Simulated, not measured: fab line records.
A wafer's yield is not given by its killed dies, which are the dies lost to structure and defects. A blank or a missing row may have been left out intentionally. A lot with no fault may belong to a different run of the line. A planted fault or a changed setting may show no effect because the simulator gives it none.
fab line records / flow sky130
[record] lots = 5 wafers = 15 last-day = 50
route steps=708 shown LDD_P@259 LDD_HVN@267
lots with no fault: from the same line, run without faults
start-h: hours from the record's opening day to when the first of the lot's shown wafers began / wait-h: hours from the lot's prior step to this one / " the same as in the row above / L1.1+2: several wafers, shown together as one row / - no value, or no start was given / * or withheld: withheld / < > ~ a bound
route shown NAME@n: a module of which the file shows steps, and the number in the route of the first / usual: the fault-free wafers' mean and standard deviation / same: alike in all rows / chamber/n: place in a boat / sites: the reading at each site / _std_site: standard deviation across them / _edge_site: inner sites' mean taken away from outer sites' mean / radius-mm: how far each site lies from the wafer's centre / mask NAME#n: copy n / behind: the last tool/chamber to shape the wafer / hold: what put the lot on hold/how long, in hours/how the hold closed / device: transistor that didn't switch, given as n, p or np / end of line: tests of these same wafers at the route's end / where a step has no rows: the recipe by itself / killed: count of dies lost to structure and defects at first sort (not the wafer's yield) / map: a wafer's dies, marking killed ones x, the rest . and places with no die _
set.NAME: the setting as run; set.NAME@STEP: as run at that earlier step / model.NAME: the simulator's own value behind a step, which no gauge read
certain route steps with their lots: each step a table, each wafer a row
services: when a tool's chamber went out of use (start-h, in hours from the record's first day, below 0 if earlier), for how many hours, and the reason
[[steps]]
[step SKY_LDD_P_EXPOSE_04]
[recipe] mask-id = PSDM na = 0.6 source-shape = conventional sigma-outer = 0.6 polarization = unpolarized target-cd-nm = 380 dose-mj = 138
[step SKY_LDD_P_PEB_05]
[recipe] temp-c = withheld time-s = * resist = NOVOLAK
[step SKY_LDD_P_DEVELOP_06]
[recipe] resist = NOVOLAK developer = TMAH develop-time-s = 60 dev-temp-c = 23
[step SKY_LDD_P_CD_MEAS_07]
[recipe] target-cd-nm = 380
[usual] cd-nm = 379.3/2.4
lot.wafer=L649.1 tool=cd-sem-02 chamber=- start-h=519.11 wait-h=0.1 cd-nm=381.3
lot.wafer=L649.2 tool=cd-sem-02 chamber=- start-h=519.11 wait-h=0.1 cd-nm=380.8
lot.wafer=L649.6 tool=cd-sem-02 chamber=- start-h=519.11 wait-h=0.1 cd-nm=381.6
lot.wafer=L654.2 tool=cd-sem-02 chamber=- start-h=560.78 wait-h=0.1 cd-nm=379.5
lot.wafer=L654.5 tool=cd-sem-02 chamber=- start-h=560.78 wait-h=0.1 cd-nm=377.2
lot.wafer=L654.6 tool=cd-sem-02 chamber=- start-h=560.78 wait-h=0.1 cd-nm=379.5
lot.wafer=L661.2 tool=cd-sem-01 chamber=- start-h=616.88 wait-h=0.1 cd-nm=378.7
lot.wafer=L661.3 tool=cd-sem-01 chamber=- start-h=616.88 wait-h=0.1 cd-nm=384.2
lot.wafer=L661.6 tool=cd-sem-01 chamber=- start-h=616.88 wait-h=0.1 cd-nm=381.6
lot.wafer=L662.2 tool=cd-sem-02 chamber=- start-h=620.73 wait-h=0.1 cd-nm=379.5
lot.wafer=L662.5 tool=cd-sem-02 chamber=- start-h=620.73 wait-h=0.1 cd-nm=377.4
lot.wafer=L662.6 tool=cd-sem-02 chamber=- start-h=620.73 wait-h=0.1 cd-nm=377.1
lot.wafer=L663.1 tool=cd-sem-02 chamber=- start-h=627.01 wait-h=0.1 cd-nm=381.4
lot.wafer=L663.4 tool=cd-sem-02 chamber=- start-h=627.01 wait-h=0.1 cd-nm=382.9
lot.wafer=L663.5 tool=cd-sem-02 chamber=- start-h=627.01 wait-h=0.1 cd-nm=382.5
[step SKY_LDD_P_OVL_MEAS_08]
[usual] LDD_P_OVL = 0.3/1.3
lot.wafer=L649.1 tool=overlay-01 chamber=- start-h=519.23 wait-h=0.1 LDD_P_OVL[nm]=0.2
lot.wafer=L649.2 tool=overlay-01 chamber=- start-h=519.23 wait-h=0.1 LDD_P_OVL[nm]=0.1
lot.wafer=L649.6 tool=overlay-01 chamber=- start-h=519.23 wait-h=0.1 LDD_P_OVL[nm]=-0.7
lot.wafer=L654.2 tool=overlay-02 chamber=- start-h=560.89 wait-h=0.1 LDD_P_OVL[nm]=0.6
lot.wafer=L654.5 tool=overlay-02 chamber=- start-h=560.89 wait-h=0.1 LDD_P_OVL[nm]=0.9
lot.wafer=L654.6 tool=overlay-02 chamber=- start-h=560.89 wait-h=0.1 LDD_P_OVL[nm]=0.2
lot.wafer=L661.2 tool=overlay-02 chamber=- start-h=616.99 wait-h=0.1 LDD_P_OVL[nm]=-0.3
lot.wafer=L661.3 tool=overlay-02 chamber=- start-h=616.99 wait-h=0.1 LDD_P_OVL[nm]=0.9
lot.wafer=L661.6 tool=overlay-02 chamber=- start-h=616.99 wait-h=0.1 LDD_P_OVL[nm]=0.0
lot.wafer=L662.2 tool=overlay-01 chamber=- start-h=620.83 wait-h=0.1 LDD_P_OVL[nm]=-0.4
lot.wafer=L662.5 tool=overlay-01 chamber=- start-h=620.83 wait-h=0.1 LDD_P_OVL[nm]=-1.2
lot.wafer=L662.6 tool=overlay-01 chamber=- start-h=620.83 wait-h=0.1 LDD_P_OVL[nm]=-0.4
lot.wafer=L663.1 tool=overlay-01 chamber=- start-h=627.13 wait-h=0.1 LDD_P_OVL[nm]=2.1
lot.wafer=L663.4 tool=overlay-01 chamber=- start-h=627.13 wait-h=0.1 LDD_P_OVL[nm]=1.9
lot.wafer=L663.5 tool=overlay-01 chamber=- start-h=627.13 wait-h=0.1 LDD_P_OVL[nm]=0.8
[step SKY_LDD_P_IMPLANT_09]
[recipe] species = BF2 energy-kev = 25.37 dose-cm2 = 1e+13 tilt-deg = withheld
[step SKY_LDD_P_STRIP_10]
[recipe] chemistry = O2/N2 power-w = 1400 pressure-mtorr = 1500 platen-temp-c = withheld o2-flow-sccm = 3000 n2-flow-sccm = 300 overash-fraction = 0.5
[usual] drypump-motor-current-A = 5.7/0.58 oes-product-au = 0.716/0.0043 strip-time-to-endpoint-s = 14.21/0.044
lot.wafer=L649.1 tool=plasma-asher-03 chamber=1 start-h=519.41 wait-h=0.1 drypump-motor-current-A=6.0 oes-product-au=0.719 rf-hours-counter-h=71 strip-time-to-endpoint-s=14.18
lot.wafer=L649.2 tool=plasma-asher-03 chamber=0 start-h=519.41 wait-h=0.1 drypump-motor-current-A=6.0 oes-product-au=0.716 rf-hours-counter-h=71 strip-time-to-endpoint-s=14.20
lot.wafer=L649.6 tool=plasma-asher-03 chamber=1 start-h=519.41 wait-h=0.1 drypump-motor-current-A=6.0 oes-product-au=0.707 rf-hours-counter-h=- strip-time-to-endpoint-s=14.15
lot.wafer=L654.2 tool=plasma-asher-02 chamber=0 start-h=561.07 wait-h=0.1 drypump-motor-current-A=5.8 oes-product-au=0.714 rf-hours-counter-h=88 strip-time-to-endpoint-s=14.19
lot.wafer=L654.5 tool=plasma-asher-02 chamber=0 start-h=561.07 wait-h=0.1 drypump-motor-current-A=5.8 oes-product-au=0.725 rf-hours-counter-h=- strip-time-to-endpoint-s=14.24
lot.wafer=L654.6 tool=plasma-asher-02 chamber=1 start-h=561.07 wait-h=0.1 drypump-motor-current-A=6.4 oes-product-au=0.719 rf-hours-counter-h=- strip-time-to-endpoint-s=14.24
lot.wafer=L661.2 tool=plasma-asher-01 chamber=1 start-h=617.17 wait-h=0.1 drypump-motor-current-A=5.0 oes-product-au=0.717 rf-hours-counter-h=14 strip-time-to-endpoint-s=14.24
lot.wafer=L661.3 tool=plasma-asher-01 chamber=0 start-h=617.17 wait-h=0.1 drypump-motor-current-A=4.8 oes-product-au=0.721 rf-hours-counter-h=- strip-time-to-endpoint-s=14.20
lot.wafer=L661.6 tool=plasma-asher-01 chamber=1 start-h=617.17 wait-h=0.1 drypump-motor-current-A=5.0 oes-product-au=0.721 rf-hours-counter-h=- strip-time-to-endpoint-s=14.20
lot.wafer=L662.2 tool=plasma-asher-03 chamber=1 start-h=621.01 wait-h=0.1 drypump-motor-current-A=6.0 oes-product-au=0.709 rf-hours-counter-h=82 strip-time-to-endpoint-s=14.19
lot.wafer=L662.5 tool=plasma-asher-03 chamber=1 start-h=621.01 wait-h=0.1 drypump-motor-current-A=6.0 oes-product-au=0.715 rf-hours-counter-h=- strip-time-to-endpoint-s=14.24
lot.wafer=L662.6 tool=plasma-asher-03 chamber=0 start-h=621.01 wait-h=0.1 drypump-motor-current-A=6.0 oes-product-au=0.716 rf-hours-counter-h=- strip-time-to-endpoint-s=14.21
lot.wafer=L663.1 tool=plasma-asher-02 chamber=0 start-h=627.31 wait-h=0.1 drypump-motor-current-A=5.8 oes-product-au=0.711 rf-hours-counter-h=95 strip-time-to-endpoint-s=14.15
lot.wafer=L663.4 tool=plasma-asher-02 chamber=1 start-h=627.31 wait-h=0.1 drypump-motor-current-A=6.5 oes-product-au=0.717 rf-hours-counter-h=- strip-time-to-endpoint-s=14.15
lot.wafer=L663.5 tool=plasma-asher-02 chamber=1 start-h=627.31 wait-h=0.1 drypump-motor-current-A=6.4 oes-product-au=0.714 rf-hours-counter-h=- strip-time-to-endpoint-s=14.19
[step SKY_LDD_P_TW_MEAS_11]
[usual] LDD_P_TW = 637/3.5
lot.wafer=L649.1 tool=film-metro-01 chamber=- start-h=519.51 wait-h=0.1 LDD_P_TW=639
lot.wafer=L649.2 tool=film-metro-01 chamber=- start-h=519.51 wait-h=0.1 LDD_P_TW=635
lot.wafer=L649.6 tool=film-metro-01 chamber=- start-h=519.51 wait-h=0.1 LDD_P_TW=632
lot.wafer=L654.2 tool=film-metro-01 chamber=- start-h=561.18 wait-h=0.1 LDD_P_TW=636
lot.wafer=L654.5 tool=film-metro-01 chamber=- start-h=561.18 wait-h=0.1 LDD_P_TW=638
lot.wafer=L654.6 tool=film-metro-01 chamber=- start-h=561.18 wait-h=0.1 LDD_P_TW=637
lot.wafer=L661.2 tool=film-metro-03 chamber=- start-h=617.28 wait-h=0.1 LDD_P_TW=636
lot.wafer=L661.3 tool=film-metro-03 chamber=- start-h=617.28 wait-h=0.1 LDD_P_TW=638
lot.wafer=L661.6 tool=film-metro-03 chamber=- start-h=617.28 wait-h=0.1 LDD_P_TW=640
lot.wafer=L662.2 tool=film-metro-03 chamber=- start-h=621.12 wait-h=0.1 LDD_P_TW=642
lot.wafer=L662.5 tool=film-metro-03 chamber=- start-h=621.12 wait-h=0.1 LDD_P_TW=637
lot.wafer=L662.6 tool=film-metro-03 chamber=- start-h=621.12 wait-h=0.1 LDD_P_TW=639
lot.wafer=L663.1 tool=film-metro-04 chamber=- start-h=627.41 wait-h=0.1 LDD_P_TW=634
lot.wafer=L663.4 tool=film-metro-04 chamber=- start-h=627.41 wait-h=0.1 LDD_P_TW=630
lot.wafer=L663.5 tool=film-metro-04 chamber=- start-h=627.41 wait-h=0.1 LDD_P_TW=637
[step SKY_LDD_HVN_DEHYDRATE_00]
[recipe] temp-c = 200 time-s = 60
[step SKY_LDD_HVN_HMDS_01]
[recipe] prime-time-s = 60 prime-temp-c = 120
[step SKY_LDD_HVN_COAT_02]
[recipe] resist = NOVOLAK spin-rpm = 3000 resist-thk-nm = 300
[step SKY_LDD_HVN_SOFTBAKE_03]
[recipe] temp-c = 90 time-s = 60 resist = NOVOLAK
[step SKY_LDD_HVN_EXPOSE_04]
[recipe] mask-id = HVNTM na = 0.6 source-shape = conventional sigma-outer = 0.6 polarization = unpolarized target-cd-nm = 700 dose-mj = 127
lot.wafer=L649.1+2+6 tool=iline-stepper-02 chamber=0 start-h=534.51 wait-h=- mask=HVNTM#0
lot.wafer=L654.2+5+6 tool=iline-stepper-02 chamber=0 start-h=576.10 wait-h=- mask=HVNTM_R1#0
lot.wafer=L661.2+3+6 tool=iline-stepper-01 chamber=0 start-h=631.71 wait-h=- mask=HVNTM#0
lot.wafer=L662.2+5+6 tool=iline-stepper-02 chamber=0 start-h=635.85 wait-h=- mask=HVNTM#0
lot.wafer=L663.1+4+5 tool=iline-stepper-02 chamber=0 start-h=643.11 wait-h=- mask=HVNTM#0
[step SKY_LDD_HVN_PEB_05]
[recipe] temp-c = withheld time-s = * resist = NOVOLAK
[[services]]
tool=plasma-asher-01 chamber=- start-h=520.03 hours=14.3 kind=repair
tool=iline-stepper-02 chamber=0 start-h=521.95 hours=- kind=calibration
tool=iline-stepper-01 chamber=- start-h=527.72 hours=1.7 kind=pm
tool=iline-stepper-02 chamber=- start-h=529.39 hours=1.7 kind=pm
tool=plasma-asher-02 chamber=- start-h=555.53 hours=0.7 kind=repair
tool=plasma-asher-03 chamber=- start-h=558.32 hours=0.5 kind=repair
tool=plasma-asher-02 chamber=- start-h=582.49 hours=1.9 kind=repair
tool=iline-stepper-01 chamber=0 start-h=604.24 hours=- kind=calibration
[[key]]
[first-sign] step = SKY_LDD_HVN_EXPOSE_04 reading = mask direction = changed
effect none on later readings
met-at SKY_LDD_HVN_EXPOSE_04
struck-wafers L654.2,L654.5,L654.6
sort-left-out L654.2,L654.5,L654.6
tester-left-out L654
onset-between 534.51 576.10
[fault] kind = wrong-mask tool = any chamber = - onset-h = 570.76 steps = SKY_LDD_HVN_EXPOSE_04 aux-copy = HVNTM_R1#0 cd-offset-nm = 105 scope = struck-lots-only
// tester-left-out: of these lots the tester's yield and bins aren't shown, on N5 and GAA mostly nor the transistor test; their killed dies are dies lost to structure and defects alone, not to doping, threshold or leakage, so they don't give the yield
// sort-left-out: the simulated sort isn't trusted on such a fault, so these wafers' sort isn't shown, and their yield isn't known
